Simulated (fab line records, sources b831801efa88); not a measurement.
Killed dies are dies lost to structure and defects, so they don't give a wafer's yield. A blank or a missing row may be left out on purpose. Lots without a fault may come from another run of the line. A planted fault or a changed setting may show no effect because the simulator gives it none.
Which tool did it? | flow gf180mcu | 14 lots, 42 wafers sampled, at 4 steps of a route of 602

WHAT THE GAUGES READ, wafer by wafer
GF_M3_RS_MEAS_05: measures by four-point-probe.
lot  | measured     | on            | M3_ALCU_RS (ohm/sq)
L137 | day 20 14:40 | film_metro-04 | 0.0700 0.0703 0.0688
L138 | day 20 18:08 | film_metro-03 | 0.0697 0.0704 0.0698
L141 | day 21 19:39 | film_metro-01 | 0.0692 0.0697 0.0687
L143 | day 22 16:00 | film_metro-04 | 0.0689 0.0688 0.0686
L144 | day 23 04:33 | film_metro-03 | 0.0700 0.0697 0.0695
L145 | day 23 16:25 | film_metro-03 | 0.0701 0.0704 0.0695
L146 | day 23 19:25 | film_metro-04 | 0.0690 0.0691 0.0692
L147 | day 24 02:51 | film_metro-03 | 0.0698 0.0692 0.0703
L148 | day 24 13:42 | film_metro-03 | 0.0696 0.0700 0.0697
L149 | day 24 22:25 | film_metro-04 | 0.0689 0.0690 0.0683
L150 | day 25 01:51 | film_metro-01 | 0.0701 0.0693 0.0700
L152 | day 25 20:04 | film_metro-04 | 0.0695 0.0696 0.0692
L154 | day 26 09:04 | film_metro-01 | 0.0690 0.0690 0.0692
L158 | day 27 11:56 | film_metro-03 | 0.0703 0.0697 0.0705

GF_V3_THK_MEAS_01.
lot  | measured     | on            | V3_CVD_00_THK (nm)
L137 | day 21 15:17 | film_metro-01 | 602 598 597
L138 | day 21 18:25 | film_metro-02 | 588 590 595
L141 | day 22 19:21 | film_metro-04 | 603 606 601
L143 | day 23 15:52 | film_metro-04 | 588 593 588
L144 | day 24 03:03 | film_metro-02 | 600 601 600
L145 | day 24 16:08 | film_metro-04 | 596 607 597
L146 | day 24 18:20 | film_metro-01 | 597 598 597
L147 | day 25 01:58 | film_metro-04 | 602 597 611
L148 | day 25 11:41 | film_metro-02 | 598 598 600
L149 | day 25 20:19 | film_metro-02 | 592 593 592
L150 | day 25 23:30 | film_metro-02 | 606 593 592
L152 | day 26 17:53 | film_metro-01 | 593 601 597
L154 | day 27 06:31 | film_metro-02 | 596 599 599
L158 | day 28 07:52 | film_metro-02 | 599 594 596

GF_V3_CD_MEAS_14: target cd 260 nm.
lot  | measured     | on        | cd_nm (nm)
L137 | day 22 15:04 | cd_sem-02 | 257.8 257.6 257.8
L138 | day 22 18:12 | cd_sem-02 | 260.7 260.1 261.0
L141 | day 23 18:34 | cd_sem-02 | 258.6 259.6 259.9
L143 | day 24 14:46 | cd_sem-01 | 259.2 258.9 259.8
L144 | day 25 01:28 | cd_sem-02 | 260.4 259.9 259.5
L145 | day 25 14:42 | cd_sem-02 | 260.6 260.5 260.8
L146 | day 25 16:29 | cd_sem-01 | 260.5 259.0 258.5
L147 | day 25 23:07 | cd_sem-02 | 258.1 258.0 258.5
L148 | day 26 09:13 | cd_sem-02 | 260.9 261.7 260.8
L149 | day 26 17:36 | cd_sem-01 | 258.1 259.5 258.1
L150 | day 26 19:58 | cd_sem-02 | 260.6 260.7 259.1
L152 | day 27 15:01 | cd_sem-02 | 259.2 260.5 259.9
L154 | day 28 02:01 | cd_sem-01 | 325.8 325.4 325.5
L158 | day 29 04:21 | cd_sem-02 | 326.1 326.6 325.1

WHICH TOOL RAN EACH LOT (tool, then ch and the chambers of the sampled wafers, then the start)
lot  | GF_V3_SOFTBAKE_10
L137 | litho_track-02 ch 0, day 22 03:00
L138 | litho_track-01 ch 0, day 22 06:00
L141 | litho_track-03 ch 0, day 23 07:00
L143 | litho_track-01 ch 0, day 24 03:00
L144 | litho_track-01 ch 0, day 24 15:00
L145 | litho_track-01 ch 0, day 25 03:00
L146 | litho_track-01 ch 0, day 25 05:00
L147 | litho_track-02 ch 0, day 25 13:00
L148 | litho_track-03 ch 0, day 25 22:00
L149 | litho_track-02 ch 0, day 26 07:00
L150 | litho_track-02 ch 0, day 26 10:00
L152 | litho_track-03 ch 0, day 27 05:00
L154 | litho_track-02 ch 0, day 27 16:00
L158 | litho_track-02 ch 0, day 28 17:00
- GF_V3_SOFTBAKE_10: time 60 s.

WHAT THE TOOLS THEMSELVES READ (means of the sampled wafers that have a number; where no wafer has one, the mark that the record gives instead)
GF_V3_SOFTBAKE_10.
lot  | tool           | heater_power_total_W (W) | plate_temp_C (C)
L137 | litho_track-02 | 93.08                    | 129.93
L138 | litho_track-01 | 93.09                    | 129.96
L141 | litho_track-03 | 93.05                    | 129.73
L143 | litho_track-01 | 93.04                    | 129.72
L144 | litho_track-01 | 93.08                    | 130.02
L145 | litho_track-01 | 93.09                    | 129.90
L146 | litho_track-01 | 92.99                    | 129.97
L147 | litho_track-02 | 92.97                    | 130.08
L148 | litho_track-03 | 93.03                    | 130.05
L149 | litho_track-02 | 93.07                    | 130.05
L150 | litho_track-02 | 93.04                    | 130.18
L152 | litho_track-03 | 93.05                    | 129.93
L154 | litho_track-02 | 108.63                   | 146.81
L158 | litho_track-02 | 108.62                   | 146.32

THE ANSWER, worked out from the rows above alone
Rule: what is usual is taken from the lots themselves. Put in order of their means at a reading, lots are off if they are a third of the lots or fewer, leave a main group of 4 or more, and stand apart from it by a gap of 3 or more times the standard deviation of the main group's means; of several such gaps the widest counts. A main group whose means are all the same, to the digits that the tables above print for the reading, isn't used. A lot without any number at a reading at which 4 lots or more have one is off too. The other lots that the step has rows for count as sound. The gauges are gone through in route order, then the tools' own readings, and for those a lot's mean is taken as printed above. The first step at which some lot is off is used, and at that step the reading that is off furthest; a lot without a number counts as furthest.
Off: L154, L158, at GF_V3_CD_MEAS_14 (cd_nm). The main group: mean 259.6 nm, standard deviation 0.98.
A tool fits if, at a process step before that reading, it ran every lot that is off, and no sound lot after the first of them. The gauges at GF_V3_CD_MEAS_14 aren't tried: what is off there is off at GF_V3_SOFTBAKE_10 too, on other tools, and a gauge's error can't cause that. One fits: litho_track-02 at GF_V3_SOFTBAKE_10. Its last sound lot is L150 (day 26 10:00), its first lot that is off L154 (day 27 16:00): a fault that began between those two fits.
The tool's own readings at GF_V3_SOFTBAKE_10 bear it out: on the lots that are off they differ by more than 5 times the standard deviation of the sound lots' means. heater_power_total_W reads 108.62 W there against 93.05 W on the sound lots; plate_temp_C reads 146.56 C there against 129.96 C on the sound lots.

WHAT THE SIMULATOR HAD PUT IN
Process parameter drift: litho_track-02, from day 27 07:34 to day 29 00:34, at GF_V3_SOFTBAKE_10. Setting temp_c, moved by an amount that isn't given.
Lots struck among those shown: L154, L158. The rule above found the same.
